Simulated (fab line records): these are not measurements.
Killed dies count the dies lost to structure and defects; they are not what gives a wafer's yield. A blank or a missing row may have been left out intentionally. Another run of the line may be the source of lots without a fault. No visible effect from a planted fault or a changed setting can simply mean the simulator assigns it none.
Matching of chambers || flow sky130 || SKY_VIA2_CMP_02 on cmp-01 has 4 sister chambers
The step polishes SiO2. 8 wafers are shown with their chamber, then 7 later ones without.

## EACH WAFER AND ITS CHAMBER
{"wafer": "L793.6", "chamber": 2, "motorCurrentA (A)": 12.0, "slurryFlowMlMin": 150.5}
{"wafer": "L797.1", "chamber": 2, "motorCurrentA (A)": 13.1, "slurryFlowMlMin": 150.1}
{"wafer": "L796.1", "chamber": 3, "motorCurrentA (A)": 11.6, "slurryFlowMlMin": 149.7}
{"wafer": "L796.6", "chamber": 1, "motorCurrentA (A)": 12.2, "slurryFlowMlMin": 150.2}
{"wafer": "L803.2", "chamber": 3, "motorCurrentA (A)": 11.8, "slurryFlowMlMin": 150.3}
{"wafer": "L803.6", "chamber": 0, "motorCurrentA (A)": 13.8, "slurryFlowMlMin": 150.5}
{"wafer": "L807.2", "chamber": 0, "motorCurrentA (A)": 12.9, "slurryFlowMlMin": 150.0}
{"wafer": "L807.4", "chamber": 1, "motorCurrentA (A)": 12.0, "slurryFlowMlMin": 150.3}

## WAFERS WITHOUT THEIR CHAMBER
{"wafer": "L807.6", "motorCurrentA (A)": 11.0, "slurryFlowMlMin": 150.0}
{"wafer": "L809.2", "motorCurrentA (A)": 13.0, "slurryFlowMlMin": 150.8}
{"wafer": "L809.5", "motorCurrentA (A)": 11.3, "slurryFlowMlMin": 150.1}
{"wafer": "L809.6", "motorCurrentA (A)": 13.2, "slurryFlowMlMin": 151.3}
{"wafer": "L811.2", "motorCurrentA (A)": 12.4, "slurryFlowMlMin": 149.9}
{"wafer": "L811.4", "motorCurrentA (A)": 12.6, "slurryFlowMlMin": 150.3}
{"wafer": "L811.6", "motorCurrentA (A)": 12.5, "slurryFlowMlMin": 150.4}

## THE CHAMBER EACH PASSED THROUGH
{"wafer": "L807.6", "from the rows above": "can't be placed: 3 or 1 or 2", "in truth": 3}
{"wafer": "L809.2", "from the rows above": "can't be placed: 2 or 0 or 1 or 3", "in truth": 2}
{"wafer": "L809.5", "from the rows above": "can't be placed: 3 or 1 or 2", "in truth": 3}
{"wafer": "L809.6", "from the rows above": "can't be placed: 0 or 2 or 1 or 3", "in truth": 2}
{"wafer": "L811.2", "from the rows above": "can't be placed: 1 or 2 or 3 or 0", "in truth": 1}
{"wafer": "L811.4", "from the rows above": "can't be placed: 2 or 1 or 0 or 3", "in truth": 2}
{"wafer": "L811.6", "from the rows above": "can't be placed: 2 or 1 or 0 or 3", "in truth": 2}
Correctly placed: 0 of 7. These rows do not allow placing 7 (true chamber among the candidates in 7). 0 placed wrongly.
How it was worked out, from the rows above alone: a wafer's distance from a chamber is the root of the sum, over the readings, of the square of ((its reading less the chamber's mean) divided by the reading's scatter). If the next closest chamber is less than 2 further off than the closest, the wafer can't be placed; otherwise it belongs to the closest. A chamber's mean is the mean of its shown wafers. The scatter is the square root of a quotient: the sum, over the shown wafers, of each reading's squared deviation from its chamber's mean, divided by wafers minus chambers.
